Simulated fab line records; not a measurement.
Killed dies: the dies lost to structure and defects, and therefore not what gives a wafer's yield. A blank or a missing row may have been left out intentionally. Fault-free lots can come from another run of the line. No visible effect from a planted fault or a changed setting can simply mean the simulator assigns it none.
Which of the tools did it? / flow sky130 / Sampling: 11 lots, 33 wafers, 6 of 708 route steps

WHAT EACH GAUGE READ, for each wafer
SKY_VIA2_RS_MEAS_22: measures by four-point-probe.
lot=L377; measured=day 37 12:08; on=film-metro-03; VIA2_W_RS (ohm/sq)=0.275 0.271 0.272
lot=L378; measured=day 37 12:51; on=film-metro-01; VIA2_W_RS (ohm/sq)=0.275 0.277 0.273
lot=L379; measured=day 38 11:38; on=film-metro-01; VIA2_W_RS (ohm/sq)=0.273 0.275 0.275
lot=L383; measured=day 39 17:36; on=film-metro-03; VIA2_W_RS (ohm/sq)=0.277 0.274 0.275
lot=L388; measured=day 41 04:44; on=film-metro-04; VIA2_W_RS (ohm/sq)=0.312 0.313 0.310
lot=L390; measured=day 41 02:45; on=film-metro-04; VIA2_W_RS (ohm/sq)=0.273 0.274 0.272
lot=L389; measured=day 41 06:53; on=film-metro-01; VIA2_W_RS (ohm/sq)=0.278 0.271 0.276
lot=L392; measured=day 41 05:47; on=film-metro-01; VIA2_W_RS (ohm/sq)=0.269 0.269 0.272
lot=L391; measured=day 41 05:19; on=film-metro-01; VIA2_W_RS (ohm/sq)=0.312 0.311 0.317
lot=L393; measured=day 41 12:35; on=film-metro-03; VIA2_W_RS (ohm/sq)=0.310 0.307 0.309
lot=L399; measured=day 42 23:27; on=film-metro-04; VIA2_W_RS (ohm/sq)=0.267 0.271 0.270

SKY_VIA2_THK_MEAS_23: measures by xrf.
lot=L377; measured=day 37 12:15; on=film-metro-03; VIA2_W_THK (nm)=428 436 434
lot=L378; measured=day 37 12:58; on=film-metro-01; VIA2_W_THK (nm)=429 426 433
lot=L379; measured=day 38 11:46; on=film-metro-01; VIA2_W_THK (nm)=428 431 426
lot=L383; measured=day 39 17:43; on=film-metro-03; VIA2_W_THK (nm)=423 429 427
lot=L388; measured=day 41 04:50; on=film-metro-04; VIA2_W_THK (nm)=390 385 391
lot=L390; measured=day 41 02:52; on=film-metro-04; VIA2_W_THK (nm)=437 432 438
lot=L389; measured=day 41 07:00; on=film-metro-01; VIA2_W_THK (nm)=424 441 434
lot=L392; measured=day 41 05:53; on=film-metro-01; VIA2_W_THK (nm)=443 443 438
lot=L391; measured=day 41 05:26; on=film-metro-01; VIA2_W_THK (nm)=387 388 382
lot=L393; measured=day 41 12:41; on=film-metro-03; VIA2_W_THK (nm)=386 393 389
lot=L399; measured=day 42 23:34; on=film-metro-04; VIA2_W_THK (nm)=436 429 427

EACH LOT AND THE TOOL THAT RAN IT (in order: tool; ch and the chambers of the sampled wafers; start)
lot=L377; SKY_LDD_N_STRIP_16=plasma-asher-04 ch 0,1, day 19 06:14; SKY_SD_N_RTA_14=rtp-anneal-02 ch 0, day 29 04:58; SKY_LI_CONTACT_SPUTTER_19=pvd-sputter-03, day 30 10:58; SKY_VIA2_CVD_21=cvd-w-01 ch 0,1, day 37 12:00
lot=L378; SKY_LDD_N_STRIP_16=plasma-asher-01 ch 0,1, day 19 06:56; SKY_SD_N_RTA_14=rtp-anneal-01 ch 0, day 29 05:31; SKY_LI_CONTACT_SPUTTER_19=pvd-sputter-01, day 30 11:28; SKY_VIA2_CVD_21=cvd-w-02 ch 0,1, day 37 12:43
lot=L379; SKY_LDD_N_STRIP_16=plasma-asher-01 ch 0,1, day 20 11:14; SKY_SD_N_RTA_14=rtp-anneal-01 ch 0, day 30 08:02; SKY_LI_CONTACT_SPUTTER_19=pvd-sputter-03, day 31 12:58; SKY_VIA2_CVD_21=cvd-w-01 ch 0,1, day 38 11:31
lot=L383; SKY_LDD_N_STRIP_16=plasma-asher-01 ch 0,1, day 21 15:50; SKY_SD_N_RTA_14=rtp-anneal-02 ch 0, day 31 10:04; SKY_LI_CONTACT_SPUTTER_19=pvd-sputter-04, day 32 15:10; SKY_VIA2_CVD_21=cvd-w-01 ch 1, day 39 17:28
lot=L388; SKY_LDD_N_STRIP_16=plasma-asher-04 ch 0,1, day 22 15:07; SKY_SD_N_RTA_14=rtp-anneal-02 ch 0, day 33 08:26; SKY_LI_CONTACT_SPUTTER_19=pvd-sputter-03, day 34 11:51; SKY_VIA2_CVD_21=cvd-w-01 ch 0,1, day 41 04:37
lot=L390; SKY_LDD_N_STRIP_16=plasma-asher-04 ch 0,1, day 22 16:09; SKY_SD_N_RTA_14=rtp-anneal-02 ch 0, day 33 06:58; SKY_LI_CONTACT_SPUTTER_19=pvd-sputter-03, day 34 10:22; SKY_VIA2_CVD_21=cvd-w-01 ch 0,1, day 41 02:37
lot=L389; SKY_LDD_N_STRIP_16=plasma-asher-04 ch 0,1, day 22 22:47; SKY_SD_N_RTA_14=rtp-anneal-01 ch 0, day 33 09:43; SKY_LI_CONTACT_SPUTTER_19=pvd-sputter-01, day 34 14:25; SKY_VIA2_CVD_21=cvd-w-02 ch 0,1, day 41 06:45
lot=L392; SKY_LDD_N_STRIP_16=plasma-asher-01 ch 0,1, day 23 16:49; SKY_SD_N_RTA_14=rtp-anneal-01 ch 0, day 33 08:44; SKY_LI_CONTACT_SPUTTER_19=pvd-sputter-01, day 34 11:55; SKY_VIA2_CVD_21=cvd-w-02 ch 0,1, day 41 05:39
lot=L391; SKY_LDD_N_STRIP_16=plasma-asher-01 ch 0,1, day 23 17:29; SKY_SD_N_RTA_14=rtp-anneal-02 ch 0, day 33 09:02; SKY_LI_CONTACT_SPUTTER_19=pvd-sputter-04, day 34 12:17; SKY_VIA2_CVD_21=cvd-w-01 ch 0,1, day 41 05:10
lot=L393; SKY_LDD_N_STRIP_16=plasma-asher-04 ch 0,1, day 24 01:32; SKY_SD_N_RTA_14=rtp-anneal-02 ch 0, day 33 14:17; SKY_LI_CONTACT_SPUTTER_19=pvd-sputter-03, day 34 18:18; SKY_VIA2_CVD_21=cvd-w-01 ch 1, day 41 12:26
lot=L399; SKY_LDD_N_STRIP_16=plasma-asher-02 ch 0,1, day 25 20:50; SKY_SD_N_RTA_14=rtp-anneal-02 ch 0, day 35 07:31; SKY_LI_CONTACT_SPUTTER_19=pvd-sputter-04, day 36 10:29; SKY_VIA2_CVD_21=cvd-w-02 ch 0,1, day 42 23:19
- SKY_LDD_N_STRIP_16: strips in O2/N2.
- SKY_SD_N_RTA_14: time 2 s.
- SKY_LI_CONTACT_SPUTTER_19: material Ti, target thk 20 nm, time 106.37 s.
- SKY_VIA2_CVD_21: deposits W, target thk 420 nm, time 126.4 s.

AS READ BY THE TOOLS THEMSELVES (means over the sampled wafers that have a number; for cases with no such wafer, the mark the record gives instead)
SKY_LDD_N_STRIP_16.
lot=L377; tool=plasma-asher-04; drypump-motor-current-A (A)=5.7; oes-product-au (a.u.)=0.406; strip-time-to-endpoint-s (s)=4.311
lot=L378; tool=plasma-asher-01; drypump-motor-current-A (A)=5.9; oes-product-au (a.u.)=0.408; strip-time-to-endpoint-s (s)=4.304
lot=L379; tool=plasma-asher-01; drypump-motor-current-A (A)=5.9; oes-product-au (a.u.)=0.414; strip-time-to-endpoint-s (s)=4.295
lot=L383; tool=plasma-asher-01; drypump-motor-current-A (A)=5.9; oes-product-au (a.u.)=0.405; strip-time-to-endpoint-s (s)=4.310
lot=L388; tool=plasma-asher-04; drypump-motor-current-A (A)=5.7; oes-product-au (a.u.)=0.403; strip-time-to-endpoint-s (s)=4.277
lot=L390; tool=plasma-asher-04; drypump-motor-current-A (A)=5.7; oes-product-au (a.u.)=0.408; strip-time-to-endpoint-s (s)=4.332
lot=L389; tool=plasma-asher-04; drypump-motor-current-A (A)=5.7; oes-product-au (a.u.)=0.405; strip-time-to-endpoint-s (s)=4.334
lot=L392; tool=plasma-asher-01; drypump-motor-current-A (A)=5.9; oes-product-au (a.u.)=0.405; strip-time-to-endpoint-s (s)=4.306
lot=L391; tool=plasma-asher-01; drypump-motor-current-A (A)=5.6; oes-product-au (a.u.)=0.400; strip-time-to-endpoint-s (s)=4.296
lot=L393; tool=plasma-asher-04; drypump-motor-current-A (A)=5.7; oes-product-au (a.u.)=0.400; strip-time-to-endpoint-s (s)=4.278
lot=L399; tool=plasma-asher-02; drypump-motor-current-A (A)=5.1; oes-product-au (a.u.)=0.409; strip-time-to-endpoint-s (s)=4.286

SKY_SD_N_RTA_14.
lot=L377; tool=rtp-anneal-02; lamp-power-pct (%)=15.74; wafer_temp_C_max=1079.1
lot=L378; tool=rtp-anneal-01; lamp-power-pct (%)=15.72; wafer_temp_C_max=1079.2
lot=L379; tool=rtp-anneal-01; lamp-power-pct (%)=15.75; wafer_temp_C_max=1078.7
lot=L383; tool=rtp-anneal-02; lamp-power-pct (%)=15.73; wafer_temp_C_max=1077.0
lot=L388; tool=rtp-anneal-02; lamp-power-pct (%)=15.80; wafer_temp_C_max=1079.0
lot=L390; tool=rtp-anneal-02; lamp-power-pct (%)=15.71; wafer_temp_C_max=1078.1
lot=L389; tool=rtp-anneal-01; lamp-power-pct (%)=15.76; wafer_temp_C_max=1079.6
lot=L392; tool=rtp-anneal-01; lamp-power-pct (%)=15.77; wafer_temp_C_max=1078.8
lot=L391; tool=rtp-anneal-02; lamp-power-pct (%)=15.74; wafer_temp_C_max=1077.7
lot=L393; tool=rtp-anneal-02; lamp-power-pct (%)=15.73; wafer_temp_C_max=1077.7
lot=L399; tool=rtp-anneal-02; lamp-power-pct (%)=15.75; wafer_temp_C_max=1077.4

SKY_LI_CONTACT_SPUTTER_19.
lot=L377; tool=pvd-sputter-03; throttle-valve-pct (%)=30.7
lot=L378; tool=pvd-sputter-01; throttle-valve-pct (%)=29.7
lot=L379; tool=pvd-sputter-03; throttle-valve-pct (%)=30.4
lot=L383; tool=pvd-sputter-04; throttle-valve-pct (%)=30.2
lot=L388; tool=pvd-sputter-03; throttle-valve-pct (%)=30.4
lot=L390; tool=pvd-sputter-03; throttle-valve-pct (%)=30.6
lot=L389; tool=pvd-sputter-01; throttle-valve-pct (%)=29.4
lot=L392; tool=pvd-sputter-01; throttle-valve-pct (%)=29.2
lot=L391; tool=pvd-sputter-04; throttle-valve-pct (%)=30.0
lot=L393; tool=pvd-sputter-03; throttle-valve-pct (%)=30.8
lot=L399; tool=pvd-sputter-04; throttle-valve-pct (%)=30.2

SKY_VIA2_CVD_21.
lot=L377; tool=cvd-w-01; heater-power-w (W)=808
lot=L378; tool=cvd-w-02; heater-power-w (W)=874
lot=L379; tool=cvd-w-01; heater-power-w (W)=840
lot=L383; tool=cvd-w-01; heater-power-w (W)=836
lot=L388; tool=cvd-w-01; heater-power-w (W)=788
lot=L390; tool=cvd-w-01; heater-power-w (W)=813
lot=L389; tool=cvd-w-02; heater-power-w (W)=886
lot=L392; tool=cvd-w-02; heater-power-w (W)=903
lot=L391; tool=cvd-w-01; heater-power-w (W)=786
lot=L393; tool=cvd-w-01; heater-power-w (W)=840
lot=L399; tool=cvd-w-02; heater-power-w (W)=889

THE ANSWER, worked out from the rows above alone
Rule: the lots themselves supply what counts as usual. Put in order of their means at a reading, lots are off if they are a third of the lots or fewer, leave a main group of 4 or more, and stand apart from it by a gap of 3 or more times the standard deviation of the main group's means; of several such gaps the widest counts. If all means in a main group match to the digits the tables above print for the reading, that group is not used. A lot without any number at a reading at which 4 lots or more have one is off too. The other lots that the step has rows for count as sound. After the gauges, taken in route order, come the tools' own readings; for these a lot's mean is taken, as printed above. The first step at which some lot is off is used, and at that step the reading that is off furthest; a lot without a number counts as furthest.
Off: at SKY_VIA2_RS_MEAS_22 (VIA2_W_RS), L388, L391, L393. The main group has a mean of 0.273 ohm/sq with a standard deviation of 0.0022.
A tool fits if, at a process step before that reading, it ran every lot that is off, and no sound lot after the first of them. Those tools and the gauges at SKY_VIA2_RS_MEAS_22 are tried in the same way. One fits: SKY_VIA2_CVD_21 on cvd-w-01. Its last sound lot is L390 (day 41 02:37), its first lot that is off L388 (day 41 04:37): a fault that began between those two fits.

WHAT HAD BEEN PUT IN BY THE SIMULATOR
Site profile drift: cvd-w-01, from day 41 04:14 on, at SKY_VIA2_CVD_21. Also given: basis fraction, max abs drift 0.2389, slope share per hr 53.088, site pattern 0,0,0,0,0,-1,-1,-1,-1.
Lots struck among those shown: L388, L391, L393. The rule given above showed the same thing.
